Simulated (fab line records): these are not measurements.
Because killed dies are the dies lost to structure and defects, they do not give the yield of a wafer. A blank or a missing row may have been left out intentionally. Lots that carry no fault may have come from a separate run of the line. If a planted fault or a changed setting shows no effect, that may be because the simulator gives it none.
A lot that was struck, set against a sound lot    flow sky130    13 out of 708 route steps
Sound: wafers L362.3, L362.5, L362.6. The struck wafers were L355.1, L355.2, L355.4. The cause comes at the end.
Order at every step that has rows: each side's tool, ch and its chambers, its first start. Under that, the readings that differ: sound wafers    struck wafers    difference of the means    sigmas: that difference in standard deviations of wafers without a fault.
alike: readings whose means differ by less than 2 such deviations, and words and numbers that are the same on both sides. not compared: withheld readings, readings that some wafer has no value for, bounds like >300 that may hide the same value, and numbers for which the record gives no deviation and whose values overlap.
A row with sigmas, a row that says differs or no value, or rows on one side alone: a step with any of these is where the two part. Non-overlapping numbers with no deviation appear without sigmas and do not part them. A reading missing from all wafers of one side parts the sides only when that side holds two or more wafers.

SKY_NWELL_STRIP_25: strips in O2/N2.
  sound on plasmaAsher-04 ch 0,1, day 10 05:43; struck on plasmaAsher-02 ch 0,1, day 8 08:59
  alike: drypumpMotorCurrentA, oesProductAu, stripTimeToEndpointS
  not compared: rfHoursCounterH
SKY_NWELL_TW_MEAS_26:
  struck on filmMetro-01, day 8 09:05; sound on filmMetro-01, day 10 05:50
  alike: NWELL_2_TW
then, 1 step without rows for these wafers: SKY_NWELL_CLEAN_27 (cleans in SC1/SC2, time 150 s).
SKY_NWELL_RTA_28: time 30 s.
  sound on rtpAnneal-01 ch 0, day 10 05:57; struck on rtpAnneal-01 ch 0, day 8 09:11
  alike: lampPowerPct, wafer_temp_C_max
SKY_NWELL_RS_MEAS_29: measures by four-point-probe.
  struck on filmMetro-03, day 8 09:17; sound on filmMetro-02, day 10 06:04
  alike: NWELL_RS
SKY_NWELL_RS_MEAS_31: measures by four-point-probe.
  struck on filmMetro-03, day 8 09:32; sound on filmMetro-02, day 10 06:18
  alike: PWDE_RS
then, 5 steps without rows for these wafers: SKY_VT_ADJUST_HVTP_DEHYDRATE_00 (time 60 s); SKY_VT_ADJUST_HVTP_HMDS_01 (prime time 61.39 s); SKY_VT_ADJUST_HVTP_COAT_02 (resist thk 1140 nm); SKY_VT_ADJUST_HVTP_SOFTBAKE_03 (time 60 s); SKY_VT_ADJUST_HVTP_EXPOSE_04 (exposes mask HVTPM, target cd 380 nm).
SKY_VT_ADJUST_HVTP_PEB_05:
  struck on lithoTrack-03, day 9 06:44; sound on lithoTrack-03 ch 0, day 11 04:59
reading         sound           struck  difference                     sigmas
exhaustPa (Pa)  43.3 44.4 44.0  - - -   no value on the struck wafers  
  not compared: chillPlateTempC, resistLineTempC
then, 1 step without rows for these wafers: SKY_VT_ADJUST_HVTP_DEVELOP_06 (develop time 60 s).

## WHERE THEY PART
Only at SKY_VT_ADJUST_HVTP_PEB_05, within this record.

WHY: whatever the simulator had introduced
Skipped step whole: lithoTrack-03, from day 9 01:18 on, at SKY_VT_ADJUST_HVTP_PEB_05. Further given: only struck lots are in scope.
